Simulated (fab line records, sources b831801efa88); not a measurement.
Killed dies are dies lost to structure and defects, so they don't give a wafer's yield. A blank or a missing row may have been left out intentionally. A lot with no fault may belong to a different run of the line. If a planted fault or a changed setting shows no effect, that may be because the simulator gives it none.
fab line records	flow sky130	part 1 of 2: steps 1 to 34 of 42
record lots=5	wafers=15	last-day=50
route steps=708 shown GATE_OXIDE@196 POLY_GATE@204 RES_PROTECT@206 LDD_N@237
lots untouched by any fault: they come from a run of this same line in which no faults occurred
start-h: hours from the record's opening day to when the first of the lot's shown wafers began	wait-h: how many hours have passed since the lot's step before this one	" the same as in the row above	L1.1+2: one row covering several wafers at once	- value missing, or start not given	* or withheld: withheld	< > ~ a bound
route shown NAME@n: a module of which the file shows steps, and the number in the route of the first	usual: average and standard deviation across the fault-free wafers	same: alike in all rows	chamber/n: place in a boat	sites: readings site by site	_std_site: standard deviation of those values	_edge_site: inner sites' mean taken away from outer sites' mean	radius-mm: for every site, how far away it sits from the centre of the wafer	mask NAME#n: copy n	behind: the tool/chamber that last shaped the wafer	hold: why the lot was held/for how many hours/how that ended	device: names the non-switching transistor (n, p or np)	end of line: at the end of the route, the tests of the same wafers	step lacking rows: just its recipe	killed: at the first sort, the dies lost to defects and structure; wafer yield is something else	map: dies across one wafer; x = killed, . = not, _ = none there
set.NAME: setting as actually run; set.NAME@STEP: the setting as run at that earlier step	model.NAME: the simulator's own value behind a step, which no gauge read
lots at some steps of the route; a table a step, a row a wafer
services: the hour from which a tool's chamber was out of use, counted from the record's first day as start-h (under 0 if before that day), plus the number of hours and why
## steps
# step SKY_GATE_OXIDE_DEVELOP_09
# recipe resist=NOVOLAK	developer=TMAH	develop-time-s=60	dev-temp-c=23
lot.wafer	tool	chamber	start-h	wait-h
L077.2+3+4	litho-track-03	0	320.69	0.1
L079.2+3+5	litho-track-03	0	336.79	0.1
L088.3+4+6	litho-track-02	0	408.22	0.1
L091.2+3+4	litho-track-02	0	436.44	0.1
L097.1+4+6	litho-track-02	0	488.97	0.1
# step SKY_GATE_OXIDE_OVL_MEAS_10
# usual GATE_OXIDE_OVL=-0.2/1.7
lot.wafer	tool	chamber	start-h	wait-h	GATE_OXIDE_OVL[nm]
L077.2	overlay-02	-	320.82	0.1	-3.0
L077.3	"	-	"	"	-3.9
L077.4	"	-	"	"	-2.7
L079.2	overlay-01	-	336.92	0.1	-2.9
L079.3	"	-	"	"	-3.0
L079.5	"	-	"	"	-2.4
L088.3	overlay-02	-	408.33	0.1	-1.9
L088.4	"	-	"	"	-1.8
L088.6	"	-	"	"	-0.5
L091.2	overlay-01	-	436.58	0.1	0.5
L091.3	"	-	"	"	0.7
L091.4	"	-	"	"	3.0
L097.1	overlay-01	-	489.12	0.1	0.0
L097.4	"	-	"	"	-0.7
L097.6	"	-	"	"	-2.5
# step SKY_GATE_OXIDE_IMPLANT_11
# recipe species=B	energy-kev=10	dose-cm2=2.6e+12	tilt-deg=withheld
# usual beam-energy-keV=10.000/0.003
lot.wafer	tool	chamber	start-h	wait-h	beam-energy-keV
L077.2	implanter-02	0	320.88	0.0	9.9997
L077.3	"	0	"	"	10.005
L077.4	"	0	"	"	9.9976
L079.2	implanter-04	0	336.98	0.0	10.002
L079.3	"	0	"	"	10.001
L079.5	"	0	"	"	10.000
L088.3	implanter-01	0	408.41	0.1	9.9963
L088.4	"	0	"	"	9.9999
L088.6	"	0	"	"	9.9987
L091.2	implanter-02	0	436.63	0.0	10.002
L091.3	"	0	"	"	10.002
L091.4	"	0	"	"	10.003
L097.1	implanter-01	0	489.15	0.0	10.003
L097.4	"	0	"	"	10.003
L097.6	"	0	"	"	10.003
# step SKY_GATE_OXIDE_WET_ETCH_12
# recipe chemistry=dHF	target-depth-nm=16.8	dry=n2-spin	target=SiO2	dilution=100:1	temp-c=25	time-s=336
lot.wafer	tool	chamber	start-h	wait-h
L077.2+3+4	wet-bench-02	3	321.00	0.1
L079.2+3+5	wet-bench-02	2	337.10	0.1
L088.3+4+6	wet-bench-03	2	408.51	0.1
L091.2+3+4	wet-bench-02	1	436.76	0.1
L097.1+4+6	wet-bench-03	3	489.30	0.1
# step SKY_GATE_OXIDE_STRIP_13
# recipe chemistry=O2/N2	power-w=1400	pressure-mtorr=1500	platen-temp-c=withheld	o2-flow-sccm=3000	n2-flow-sccm=300	overash-fraction=0.5
# usual drypump-motor-current-A=5.7/0.52	n2-flow-sccm=300.0/0.87	oes-product-au=0.715/0.0046	strip-time-to-endpoint-s=14.19/0.039
lot.wafer	tool	chamber	start-h	wait-h	drypump-motor-current-A	n2-flow-sccm	oes-product-au	rf-hours-counter-h	strip-time-to-endpoint-s
L077.2	plasma-asher-02	1	321.10	0.0	5.5	300.3	0.718	50	14.18
L077.3	"	0	"	"	6.1	298.0	0.715	-	14.20
L077.4	"	1	"	"	5.5	301.0	0.707	-	14.17
L079.2	plasma-asher-04	1	337.21	0.0	5.2	301.2	0.718	67	14.20
L079.3	"	1	"	"	5.2	299.9	0.713	-	14.20
L079.5	"	1	"	"	5.2	300.5	0.710	-	14.19
L088.3	plasma-asher-01	1	408.65	0.0	5.0	300.6	0.719	-	14.17
L088.4	"	0	"	"	6.4	300.2	0.721	-	14.15
L088.6	"	0	"	"	6.4	299.8	0.710	-	14.19
L091.2	plasma-asher-01	1	436.86	0.0	5.0	301.3	0.716	70	14.20
L091.3	"	0	"	"	6.4	299.3	0.711	-	14.18
L091.4	"	1	"	"	5.0	300.6	0.713	-	14.19
L097.1	plasma-asher-04	0	489.41	0.0	6.2	298.2	0.713	6	14.19
L097.4	"	1	"	"	5.2	299.4	0.720	-	14.16
L097.6	"	1	"	"	5.3	299.8	0.718	-	14.20
# step SKY_GATE_OXIDE_TW_MEAS_14
# usual GATE_OXIDE_TW=226.9/1.3
lot.wafer	tool	chamber	start-h	wait-h	GATE_OXIDE_TW
L077.2	film-metro-01	-	321.21	0.1	224.7
L077.3	"	-	"	"	226.5
L077.4	"	-	"	"	225.8
L079.2	film-metro-04	-	337.32	0.1	230.0
L079.3	"	-	"	"	228.7
L079.5	"	-	"	"	229.8
L088.3	film-metro-04	-	408.74	0.1	228.2
L088.4	"	-	"	"	227.1
L088.6	"	-	"	"	227.7
L091.2	film-metro-04	-	436.97	0.1	227.7
L091.3	"	-	"	"	228.5
L091.4	"	-	"	"	228.5
L097.1	film-metro-01	-	489.51	0.1	224.2
L097.4	"	-	"	"	225.9
L097.6	"	-	"	"	227.2
# step SKY_GATE_OXIDE_CLEAN_15
# recipe chemistry=SC1/SC2	mix=1:4:20	temp-c=70	time-s=150	dry=n2-spin
lot.wafer	tool	chamber	start-h	wait-h
L077.2+3+4	wet-bench-01	1	321.26	0.0
L079.2+3+5	wet-bench-03	2	337.37	0.0
L088.3+4+6	wet-bench-02	3	408.78	0.0
L091.2+3+4	wet-bench-03	3	437.02	0.0
L097.1+4+6	wet-bench-02	1	489.57	0.1
# step SKY_GATE_OXIDE_OXIDATION_16
# recipe temp-c=800	ambient=O2	idle-temp-c=700	ramp-up-c-per-min=10	ramp-down-c-per-min=3	stabilise-s=600	purge-s=300	target-thk-a=35.7	ox-time-s=1915
# usual tube-center-temp-C=800/0.076
lot.wafer	tool	chamber	start-h	wait-h	tube-center-temp-C
L077.2	furnace-01	0	322.34	1.0	799.95
L077.3	"	0	"	"	800.07
L077.4	"	0	"	"	799.98
L079.2	furnace-01	0	339.30	1.9	799.99
L079.3	"	0	"	"	800.04
L079.5	"	0	"	"	800
L088.3	furnace-02	0	408.83	0.0	799.99
L088.4	"	0	"	"	800.02
L088.6	"	0	"	"	800.02
L091.2	furnace-01	0	437.07	0.0	799.98
L091.3	"	0	"	"	800.01
L091.4	"	0	"	"	800
L097.1	furnace-02	0	489.62	0.0	799.87
L097.4	"	0	"	"	799.99
L097.6	"	0	"	"	799.92
# step SKY_POLY_GATE_CVD_00
# recipe material=poly-Si	target-thk-nm=180	temp-c=620	time-s=720	pressure-mtorr=200
lot.wafer	tool	chamber	start-h	wait-h
L077.2+3+4	lpcvd-01	0	323.87	0.0
L079.2+3+5	lpcvd-01	0	340.83	0.0
L088.3+4+6	lpcvd-01	1	410.36	0.0
L091.2+3+4	lpcvd-01	0	438.60	0.0
L097.1+4+6	lpcvd-01	1	491.15	0.0
# step SKY_POLY_GATE_THK_MEAS_01
# recipe reads=poly-Si_of_POLY_GATE_CVD_00
# usual POLY_GATE_CVD_00_THK=179.7/1.6
lot.wafer	tool	chamber	start-h	wait-h	POLY_GATE_CVD_00_THK[nm]
L077.2	film-metro-02	-	326.58	0.0	179.2
L077.3	"	-	"	"	179.7
L077.4	"	-	"	"	178.6
L079.2	film-metro-04	-	342.04	0.0	180.6
L079.3	"	-	"	"	179.6
L079.5	"	-	"	"	180.7
L088.3	film-metro-02	-	411.58	0.0	184.4
L088.4	"	-	"	"	182.5
L088.6	"	-	"	"	181.1
L091.2	film-metro-04	-	439.81	0.0	180.3
L091.3	"	-	"	"	179.9
L091.4	"	-	"	"	179.5
L097.1	film-metro-04	-	492.35	0.0	182.1
L097.4	"	-	"	"	180.8
L097.6	"	-	"	"	182.8
# step SKY_RES_PROTECT_DEHYDRATE_00
# recipe temp-c=200	time-s=60
lot.wafer	tool	chamber	start-h	wait-h
L077.2+3+4	litho-track-04	0	338.46	11.9
L079.2+3+5	litho-track-03	0	354.94	12.9
L088.3+4+6	litho-track-03	0	425.57	14.0
L091.2+3+4	litho-track-01	0	454.52	14.7
L097.1+4+6	litho-track-01	0	507.35	15.0
# step SKY_RES_PROTECT_HMDS_01
# recipe prime-time-s=60	prime-temp-c=120
# same prime-time-s=60
lot.wafer	tool	chamber	start-h	wait-h
L077.2+3+4	litho-track-04	0	338.61	0.1
L079.2+3+5	litho-track-03	0	355.09	0.1
L088.3+4+6	litho-track-03	0	425.72	0.1
L091.2+3+4	litho-track-01	0	454.67	0.1
L097.1+4+6	litho-track-01	0	507.50	0.1
# step SKY_RES_PROTECT_COAT_02
# recipe resist=NOVOLAK	spin-rpm=3000	resist-thk-nm=1140
lot.wafer	tool	chamber	start-h	wait-h
L077.2+3+4	litho-track-04	0	338.76	0.1
L079.2+3+5	litho-track-03	0	355.24	0.1
L088.3+4+6	litho-track-03	0	425.87	0.1
L091.2+3+4	litho-track-01	0	454.82	0.1
L097.1+4+6	litho-track-01	0	507.65	0.1
# step SKY_RES_PROTECT_SOFTBAKE_03
# recipe temp-c=90	time-s=60	resist=NOVOLAK
lot.wafer	tool	chamber	start-h	wait-h
L077.2+3+4	litho-track-04	0	338.91	0.1
L079.2+3+5	litho-track-03	0	355.39	0.1
L088.3+4+6	litho-track-03	0	426.02	0.1
L091.2+3+4	litho-track-01	0	454.97	0.1
L097.1+4+6	litho-track-01	0	507.80	0.1
# step SKY_RES_PROTECT_EXPOSE_04
# recipe mask-id=RPM	na=0.6	source-shape=conventional	sigma-outer=0.6	polarization=unpolarized	target-cd-nm=1270	dose-mj=131
lot.wafer	tool	chamber	start-h	wait-h	mask
L077.2+3+4	iline-stepper-02	0	-	-	RPM#0
L079.2+3+5	iline-stepper-01	0	-	-	RPM#0
L088.3+4+6	iline-stepper-01	0	-	-	RPM#0
L091.2+3+4	iline-stepper-01	0	-	-	RPM#0
L097.1+4+6	iline-stepper-01	0	-	-	RPM#0
# step SKY_RES_PROTECT_PEB_05
# recipe temp-c=withheld	time-s=*	resist=NOVOLAK
lot.wafer	tool	chamber	start-h	wait-h
L077.2+3+4	litho-track-01	0	-	-
L079.2+3+5	litho-track-03	0	-	-
L088.3+4+6	litho-track-01	0	-	-
L091.2+3+4	litho-track-01	0	-	-
L097.1+4+6	litho-track-04	0	-	-
# step SKY_RES_PROTECT_DEVELOP_06
# recipe resist=NOVOLAK	developer=TMAH	develop-time-s=60	dev-temp-c=23
lot.wafer	tool	chamber	start-h	wait-h
L077.2+3+4	litho-track-01	0	352.32	0.1
L079.2+3+5	litho-track-03	0	368.59	0.1
L088.3+4+6	litho-track-01	0	440.90	0.1
L091.2+3+4	litho-track-01	0	469.97	0.1
L097.1+4+6	litho-track-04	0	521.78	0.1
# step SKY_POLY_GATE_IMPLANT_02
# recipe species=P	energy-kev=30	dose-cm2=7.7e+15	tilt-deg=0
# usual beam-energy-keV=29.999/0.0099
lot.wafer	tool	chamber	start-h	wait-h	beam-energy-keV
L077.2	implanter-04	0	352.47	0.1	29.995
L077.3	"	0	"	"	29.987
L077.4	"	0	"	"	30.000
L079.2	implanter-01	0	368.74	0.1	30.017
L079.3	"	0	"	"	30.012
L079.5	"	0	"	"	30.000
L088.3	implanter-04	0	441.05	0.1	30.004
L088.4	"	0	"	"	30.012
L088.6	"	0	"	"	29.996
L091.2	implanter-01	0	470.12	0.1	29.988
L091.3	"	0	"	"	30.002
L091.4	"	0	"	"	29.986
L097.1	implanter-01	0	521.93	0.1	30.002
L097.4	"	0	"	"	30.013
L097.6	"	0	"	"	30.013
# step SKY_RES_PROTECT_STRIP_07
# recipe chemistry=O2/N2	power-w=1400	pressure-mtorr=1500	platen-temp-c=withheld	o2-flow-sccm=3000	n2-flow-sccm=300	overash-fraction=0.5
# usual drypump-motor-current-A=5.7/0.56	n2-flow-sccm=300.1/0.94	oes-product-au=0.518/0.0047	strip-time-to-endpoint-s=23.30/0.045
lot.wafer	tool	chamber	start-h	wait-h	drypump-motor-current-A	n2-flow-sccm	oes-product-au	rf-hours-counter-h	strip-time-to-endpoint-s
L077.2	plasma-asher-01	0	352.60	0.1	6.4	300.8	0.520	61	23.30
L077.3	"	0	"	"	6.4	300.3	0.512	-	23.22
L077.4	"	1	"	"	5.0	300.6	0.525	-	23.29
L079.2	plasma-asher-03	0	368.87	0.1	5.7	300.8	0.519	25	23.31
L079.3	"	1	"	"	5.7	298.4	0.512	-	23.30
L079.5	"	1	"	"	5.7	298.5	0.510	-	23.34
L088.3	plasma-asher-04	1	441.18	0.1	5.2	298.5	0.521	-	23.33
L088.4	"	0	"	"	6.1	301.2	0.518	-	23.36
L088.6	"	1	"	"	5.1	298.9	0.514	-	23.39
L091.2	plasma-asher-01	0	470.25	0.1	6.4	301.1	0.514	73	23.31
L091.3	"	0	"	"	6.4	300.7	0.519	-	23.29
L091.4	"	1	"	"	5.0	299.9	0.518	-	23.27
L097.1	plasma-asher-01	1	522.08	0.1	5.0	300.9	0.515	78	23.30
L097.4	"	1	"	"	5.0	299.4	0.515	-	23.27
L097.6	"	0	"	"	6.4	302.4	0.513	-	23.34
# step SKY_RES_PROTECT_TW_MEAS_08
# usual POLY_GATE_TW=4065/33
lot.wafer	tool	chamber	start-h	wait-h	POLY_GATE_TW
L077.2	film-metro-04	-	352.71	0.1	4134
L077.3	"	-	"	"	4140
L077.4	"	-	"	"	4130
L079.2	film-metro-03	-	368.98	0.1	4056
L079.3	"	-	"	"	4047
L079.5	"	-	"	"	4042
L088.3	film-metro-04	-	441.27	0.1	4110
L088.4	"	-	"	"	4090
L088.6	"	-	"	"	4095
L091.2	film-metro-04	-	470.36	0.1	4069
L091.3	"	-	"	"	4047
L091.4	"	-	"	"	4071
L097.1	film-metro-03	-	522.18	0.1	4029
L097.4	"	-	"	"	4023
L097.6	"	-	"	"	4044
# step SKY_RES_PROTECT_CLEAN_09
# recipe chemistry=SC1/SC2	mix=1:4:20	temp-c=70	time-s=150	dry=n2-spin
lot.wafer	tool	chamber	start-h	wait-h
L077.2+3+4	wet-bench-02	0	352.76	0.0
L079.2+3+5	wet-bench-03	1	369.03	0.0
L088.3+4+6	wet-bench-03	0	441.31	0.0
L091.2+3+4	wet-bench-02	3	470.41	0.0
L097.1+4+6	wet-bench-04	0	522.24	0.1
# step SKY_POLY_GATE_CVD_03
# recipe material=Si3N4	precursor=DCS/NH3	target-thk-nm=75	temp-c=770	time-s=1290	pressure-mtorr=250
lot.wafer	tool	chamber	start-h	wait-h
L077.2+3+4	lpcvd-02	0	355.04	2.2
L079.2+3+5	lpcvd-02	0	369.55	0.5
L088.3+4+6	lpcvd-02	0	441.36	0.0
L091.2+3+4	lpcvd-02	0	471.18	0.7
L097.1+4+6	lpcvd-02	0	522.29	0.0
# step SKY_POLY_GATE_THK_MEAS_04
# recipe reads=Si3N4_of_POLY_GATE_CVD_03
# usual POLY_GATE_CVD_03_THK=74.9/0.65
lot.wafer	tool	chamber	start-h	wait-h	POLY_GATE_CVD_03_THK[nm]
L077.2	film-metro-03	-	356.41	0.0	75.3
L077.3	"	-	"	"	74.9
L077.4	"	-	"	"	74.7
L079.2	film-metro-02	-	371.60	0.0	75.2
L079.3	"	-	"	"	75.2
L079.5	"	-	"	"	75.5
L088.3	film-metro-04	-	442.74	0.0	74.5
L088.4	"	-	"	"	74.7
L088.6	"	-	"	"	75.0
L091.2	film-metro-02	-	472.55	0.0	75.0
L091.3	"	-	"	"	75.0
L091.4	"	-	"	"	75.3
L097.1	film-metro-02	-	523.65	0.0	75.2
L097.4	"	-	"	"	74.5
L097.6	"	-	"	"	74.4
# step SKY_POLY_GATE_DEHYDRATE_05
# recipe temp-c=200	time-s=60
lot.wafer	tool	chamber	start-h	wait-h
L077.2+3+4	litho-track-01	0	369.42	13.0
L079.2+3+5	litho-track-04	0	385.51	13.9
L088.3+4+6	litho-track-04	0	457.58	14.8
L091.2+3+4	litho-track-04	0	487.36	14.8
L097.1+4+6	litho-track-04	0	538.43	14.8
# step SKY_POLY_GATE_HMDS_06
# recipe prime-time-s=60	prime-temp-c=120
# same prime-time-s=60
lot.wafer	tool	chamber	start-h	wait-h
L077.2+3+4	litho-track-01	0	369.57	0.1
L079.2+3+5	litho-track-04	0	385.66	0.1
L088.3+4+6	litho-track-04	0	457.73	0.1
L091.2+3+4	litho-track-04	0	487.51	0.1
L097.1+4+6	litho-track-04	0	538.58	0.1
# step SKY_POLY_GATE_COAT_07
# recipe resist=BARC	temp-c=withheld	time-s=withheld	spin-rpm=3000	resist-thk-nm=110
lot.wafer	tool	chamber	start-h	wait-h
L077.2+3+4	litho-track-01	0	369.72	0.1
L079.2+3+5	litho-track-04	0	385.81	0.1
L088.3+4+6	litho-track-04	0	457.88	0.1
L091.2+3+4	litho-track-04	0	487.66	0.1
L097.1+4+6	litho-track-04	0	538.73	0.1
# step SKY_POLY_GATE_COAT_08
# recipe resist=KrF-thick	spin-rpm=3000	resist-thk-nm=450
lot.wafer	tool	chamber	start-h	wait-h
L077.2+3+4	litho-track-01	0	-	-
L079.2+3+5	litho-track-04	0	-	-
L088.3+4+6	litho-track-04	0	-	-
L091.2+3+4	litho-track-04	0	-	-
L097.1+4+6	litho-track-04	0	-	-
# step SKY_POLY_GATE_SOFTBAKE_09
# recipe temp-c=100	time-s=90	resist=KrF-thick
lot.wafer	tool	chamber	start-h	wait-h
L077.2+3+4	litho-track-01	0	-	-
L079.2+3+5	litho-track-04	0	-	-
L088.3+4+6	litho-track-04	0	-	-
L091.2+3+4	litho-track-04	0	-	-
L097.1+4+6	litho-track-04	0	-	-
# step SKY_POLY_GATE_EXPOSE_10
# recipe mask-id=P1M	na=0.68	source-shape=conventional	sigma-outer=0.6	target-cd-nm=150	dose-mj=28
lot.wafer	tool	chamber	start-h	wait-h	mask
L077.2+3+4	krf-scanner-02	0	-	-	P1M#0
L079.2+3+5	krf-scanner-01	0	-	-	P1M#0
L088.3+4+6	krf-scanner-02	0	-	-	P1M#0
L091.2+3+4	krf-scanner-01	0	-	-	P1M#0
L097.1+4+6	krf-scanner-01	0	-	-	P1M#0
# step SKY_POLY_GATE_PEB_11
# recipe peb-temp-c=withheld	peb-time-s=withheld	resist=KrF-thick
lot.wafer	tool	chamber	start-h	wait-h
L077.2+3+4	litho-track-04	0	-	-
L079.2+3+5	litho-track-04	0	-	-
L088.3+4+6	litho-track-04	0	-	-
L091.2+3+4	litho-track-02	0	-	-
L097.1+4+6	litho-track-04	0	-	-
# step SKY_POLY_GATE_DEVELOP_12
# recipe develop-time-s=60	resist=KrF-thick	dev-temp-c=21
lot.wafer	tool	chamber	start-h	wait-h
L077.2+3+4	litho-track-04	0	-	-
L079.2+3+5	litho-track-04	0	-	-
L088.3+4+6	litho-track-04	0	-	-
L091.2+3+4	litho-track-02	0	-	-
L097.1+4+6	litho-track-04	0	-	-
# step SKY_POLY_GATE_CD_MEAS_13
# recipe target-cd-nm=150
# usual cd-nm=150.1/1.4
lot.wafer	tool	chamber	start-h	wait-h	cd-nm
L077.2	cd-sem-01	-	384.55	-	147.5
L077.3	"	-	"	"	147.1
L077.4	"	-	"	"	147.6
L079.2	cd-sem-01	-	399.90	-	150.1
L079.3	"	-	"	"	150.5
L079.5	"	-	"	"	150.4
L088.3	cd-sem-01	-	474.12	-	149.8
L088.4	"	-	"	"	149.4
L088.6	"	-	"	"	149.4
L091.2	cd-sem-02	-	503.49	-	150.1
L091.3	"	-	"	"	151.3
L091.4	"	-	"	"	148.9
L097.1	cd-sem-01	-	553.63	-	151.6
L097.4	"	-	"	"	151.4
L097.6	"	-	"	"	152.6
# step SKY_POLY_GATE_OVL_MEAS_14
# usual POLY_GATE_OVL=0/6.7
lot.wafer	tool	chamber	start-h	wait-h	POLY_GATE_OVL[nm]
L077.2	overlay-02	-	384.66	0.1	-7
L077.3	"	-	"	"	-11
L077.4	"	-	"	"	-8
L079.2	overlay-02	-	400.01	0.1	0
L079.3	"	-	"	"	0
L079.5	"	-	"	"	-7
L088.3	overlay-02	-	474.21	0.1	-5
L088.4	"	-	"	"	1
L088.6	"	-	"	"	2
L091.2	overlay-02	-	503.59	0.1	-2
L091.3	"	-	"	"	4
L091.4	"	-	"	"	-2
L097.1	overlay-02	-	553.75	0.1	10
L097.4	"	-	"	"	4
L097.6	"	-	"	"	6
# step SKY_POLY_GATE_ETCH_15
# recipe chemistry=N2/H2	target=BARC	ion-energy-ev=200	source-w=500	bias-w=100	pressure-mtorr=30	n2-flow-sccm=100	h2-flow-sccm=200	stop-on=SiO2	time-s=118.5	target-depth-a=1100
# usual drypump-motor-current-A=5.8/0.37	n2-flow-sccm=100.0/0.32	oes-product-au=0.717/0.0051	throttle-valve-pct=13.213/0.0095
lot.wafer	tool	chamber	start-h	wait-h	drypump-motor-current-A	n2-flow-sccm	oes-product-au	rf-hours-counter-h	throttle-valve-pct
L077.2	rie-diel-03	2	384.69	0.0	5.5	99.7	0.715	73	13.233
L077.3	"	3	"	"	6.3	100.1	0.715	3	13.216
L077.4	"	0	"	"	5.8	99.7	0.724	11	13.212
L079.2	rie-diel-02	2	400.04	0.0	6.4	100.3	0.713	56	13.223
L079.3	"	3	"	"	6.0	100.0	0.721	2	13.221
L079.5	"	1	"	"	5.5	99.7	0.718	-	13.198
L088.3	rie-diel-02	0	474.24	0.0	5.3	100.2	0.719	7	13.216
L088.4	"	1	"	"	5.5	100.1	0.717	50	13.200
L088.6	"	3	"	"	6.0	100.1	0.710	-	13.213
L091.2	rie-diel-03	0	503.62	0.0	5.9	100.1	0.719	14	13.230
L091.3	"	3	"	"	6.3	99.8	0.721	6	13.198
L091.4	"	2	"	"	5.5	100.3	0.711	75	13.212
L097.1	rie-diel-03	3	553.79	0.0	6.3	100.4	0.718	7	13.232
L097.4	"	1	"	"	5.3	100.2	0.725	11	13.216
L097.6	"	2	"	"	5.5	100.5	0.727	-	13.218
